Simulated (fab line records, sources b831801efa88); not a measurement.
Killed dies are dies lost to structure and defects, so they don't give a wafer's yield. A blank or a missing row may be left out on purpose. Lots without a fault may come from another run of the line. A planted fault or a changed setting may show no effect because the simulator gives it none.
Split-lot experiment | flow sfq_line | 5 lots, 23 wafers read, on a route of 325 steps

THE SPLIT
At SFQ_TRILAYER_M8_DEP_EVAP_197 (material Ti, target thk 20 nm, time 100 s), the setting time_s was moved away from the recipe's 100 s on 8 of the 23 wafers read, by -12.5% to +9.4%. The other wafers ran this setting at the recipe's value.

The reading is taken at the split's own step.

THE READING
Ti_of_TRILAYER_M8_DEP_EVAP_197.thk_nm (the simulator's own value, which no gauge read), in nm, at SFQ_TRILAYER_M8_DEP_EVAP_197 (material Ti, target thk 20 nm, time 100 s). The file gives no usual value for it. The 15 wafers here that ran the recipe average 19.90 nm, standard deviation 0.14 nm.

wafer  | tool, chamber at the split | time_s as run, s | against the recipe | Ti_of_TRILAYER_M8_DEP_EVAP_197.thk_nm, nm | against lot-mates on the recipe
L077.1 | pvd_sputter-01, -          | 100              | recipe             | 20.1                                      | -
L077.5 | pvd_sputter-01, -          | 100              | recipe             | 20.1                                      | -
L077.2 | pvd_sputter-01, -          | 100              | recipe             | 20.06                                     | -
L077.3 | pvd_sputter-01, -          | 87.54            | -12.5%             | 17.77                                     | -2.32
L077.4 | pvd_sputter-01, -          | 87.54            | -12.5%             | 17.53                                     | -2.56
L079.1 | pvd_sputter-01, -          | 100              | recipe             | 19.83                                     | -
L079.2 | pvd_sputter-01, -          | 100              | recipe             | 19.82                                     | -
L079.3 | pvd_sputter-01, -          | 100              | recipe             | 19.82                                     | -
L079.5 | pvd_sputter-01, -          | 100              | recipe             | 19.8                                      | -
L079.6 | pvd_sputter-01, -          | 100              | recipe             | 19.88                                     | -
L080.1 | pvd_sputter-02, -          | 109.4            | +9.4%              | 21.9                                      | +2.17
L080.2 | pvd_sputter-02, -          | 100              | recipe             | 19.77                                     | -
L080.3 | pvd_sputter-02, -          | 109.4            | +9.4%              | 21.59                                     | +1.86
L080.4 | pvd_sputter-02, -          | 100              | recipe             | 19.68                                     | -
L080.6 | pvd_sputter-02, -          | 109.4            | +9.4%              | 21.61                                     | +1.88
L081.2 | pvd_sputter-01, -          | 91.09            | -8.9%              | 18.39                                     | -1.54
L081.3 | pvd_sputter-01, -          | 91.09            | -8.9%              | 18.37                                     | -1.56
L081.4 | pvd_sputter-01, -          | 100              | recipe             | 19.77                                     | -
L081.5 | pvd_sputter-01, -          | 91.09            | -8.9%              | 18.31                                     | -1.62
L081.6 | pvd_sputter-01, -          | 100              | recipe             | 20.09                                     | -
L083.2 | pvd_sputter-01, -          | 100              | recipe             | 19.99                                     | -
L083.4 | pvd_sputter-01, -          | 100              | recipe             | 19.77                                     | -
L083.5 | pvd_sputter-01, -          | 100              | recipe             | 20.08                                     | -

THE FIT
A straight line over all 23 wafers: Ti_of_TRILAYER_M8_DEP_EVAP_197.thk_nm changes by +0.183 nm for each +1% of time_s; r = +0.99; the points scatter about the line by 0.14 nm.
The same after taking each lot's own level away (the mean of its wafers on the recipe; 23 wafers): +0.196 nm for each +1%; r = +0.99; scatter 0.12 nm.
On that fit, the largest move of time_s shifts the reading by 2.4 nm.
The lots' own levels span 19.725 to 20.087 nm, that is 2.5 times the standard deviation above.
So the lot-to-lot level changes the slope little: the two slopes agree.
Check: with one of the wafers moved furthest among these (-12.5%) left out of the fit, the line predicts -2.42 nm for it against its lot-mates. It came out at -2.32 nm against them.

OTHER SPLITS ON THESE WAFERS
These wafers also went through other splits before the reading. Each is held against what the fit with the lots' levels taken away leaves over:
other split on the same wafers                    | wafers away from the commonest value | r with Ti_of_TRILAYER_M8_DEP_EVAP_197.thk_nm (lot level and that fit taken away)
SFQ_TRILAYER_M6_LITHO_COAT_164 spin_rpm           | 7                                    | -0.13
SFQ_TRILAYER_M6_ETCH_METAL_ETCH_162 icp_w         | 7                                    | +0.33
SFQ_TRILAYER_I6_CMP_CMP_166 leave_above_ref_nm    | 7                                    | +0.16
SFQ_TRILAYER_I6_VIA_LITHO_COAT_169 resist_thk_nm  | 5                                    | -0.20
SFQ_TRILAYER_M7_LITHO_COAT_182 resist_thk_nm      | 8                                    | -0.46
SFQ_TRILAYER_M7_LITHO_PEB_180 peb_time_s          | 5                                    | +0.11
SFQ_TRILAYER_I7_VIA_LITHO_COAT_187 spin_rpm       | 10                                   | -0.28
SFQ_TRILAYER_I7_VIA_BARC_OPEN_VIA_ETCH_260 time_s | 12                                   | -0.14
SFQ_TRILAYER_M8_LITHO_COAT_193 spin_rpm           | 10                                   | +0.00

THE FILE'S OWN FIT
Ti_of_TRILAYER_M8_DEP_EVAP_197.thk_nm changes by +0.195 nm for each +1% of time_s, r = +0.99.
